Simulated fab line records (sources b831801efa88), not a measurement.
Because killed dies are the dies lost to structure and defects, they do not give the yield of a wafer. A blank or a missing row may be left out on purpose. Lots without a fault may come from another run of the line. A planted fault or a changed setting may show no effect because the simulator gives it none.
One fault seen from 2 desks + flow sky130 + numbers are kept per desk, each desk with only its own; the story behind them comes last

## THE METROLOGY DESK
What the gauges read for every lot (on any tool): the sampled wafers with a number, averaged. If a lot's mean is further than 4 standard deviations from the usual mean, the lot is out of limits and carries the mark OUT (the distance appears in the brackets).
Columns: A = CAP2M_TIN_RS at SKY_CAP2M_RS_MEAS_03, usual 6.94 ohm/sq; B = CAP2M_TIN_THK at SKY_CAP2M_THK_MEAS_04, usual 200.1 nm
| lot  | first seen here | A              | B               |
|------|-----------------|----------------|-----------------|
| L867 | day 40 08:04    | 6.90           | 200.8           |
| L868 | day 41 05:14    | 7.02           | 198.2           |
| L869 | day 41 07:50    | 6.90           | 200.6           |
| L872 | day 41 15:15    | 6.83           | 202.5           |
| L873 | day 41 19:13    | 7.02           | 197.5           |
| L871 | day 41 21:17    | 7.00           | 198.4           |
| L875 | day 42 13:59    | 6.99           | 198.6           |
| L877 | day 43 01:22    | 7.06           | 196.2           |
| L878 | day 43 03:19    | 7.02           | 198.6           |
| L879 | day 43 09:19    | 6.78           | 205.2           |
| L883 | day 44 09:17    | 5.89 (-11) OUT | 245.6 (+17) OUT |
| L890 | day 45 19:51    | 6.97           | 199.4           |
Per this desk, out of limits: L883; the first was L883, day 44 09:17 (CAP2M_TIN_RS at SKY_CAP2M_RS_MEAS_03). Within limits: L867, L868, L869, L872, L873, L871, L875, L877, L878, L879, L890.

## TOOL OWNER'S DESK, pvdSputter-03
The tool's own readings at SKY_CAP2M_SPUTTER_02 (material TiN, target thk 200 nm, time 166.7 s): means of the sampled wafers that have a number, for each lot that ran on this tool. If a lot's mean is further than 4 standard deviations from the usual mean, the lot is out of limits and carries the mark OUT (the distance appears in the brackets).
Columns: A = throttleValvePct at SKY_CAP2M_SPUTTER_02, usual 29.4 %
| lot  | first seen here | A    |
|------|-----------------|------|
| L872 | day 41 15:08    | 30.2 |
| L875 | day 42 13:53    | 30.5 |
| L879 | day 43 09:10    | 29.8 |
| L883 | day 44 09:10    | 30.1 |
Result from this desk: across the 4 lots, nothing is out of limits.

## PUT TOGETHER
Metrology desk: alarm possible at day 44 09:17 on L883.
The desk of the tool owner found nothing out of limits.
The tool owner's desk has L883 on record, within its limits.
All the named lots went through SKY_CAP2M_SPUTTER_02 on pvdSputter-03.

## WHAT THE SIMULATOR HAD INSERTED
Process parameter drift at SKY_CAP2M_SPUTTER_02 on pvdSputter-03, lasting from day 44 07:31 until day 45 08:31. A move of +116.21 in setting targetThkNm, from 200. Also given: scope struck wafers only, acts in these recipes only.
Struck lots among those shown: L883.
Time in hours between the start of the fault and the first out-of-limits reading at each desk: metrology desk, 2.
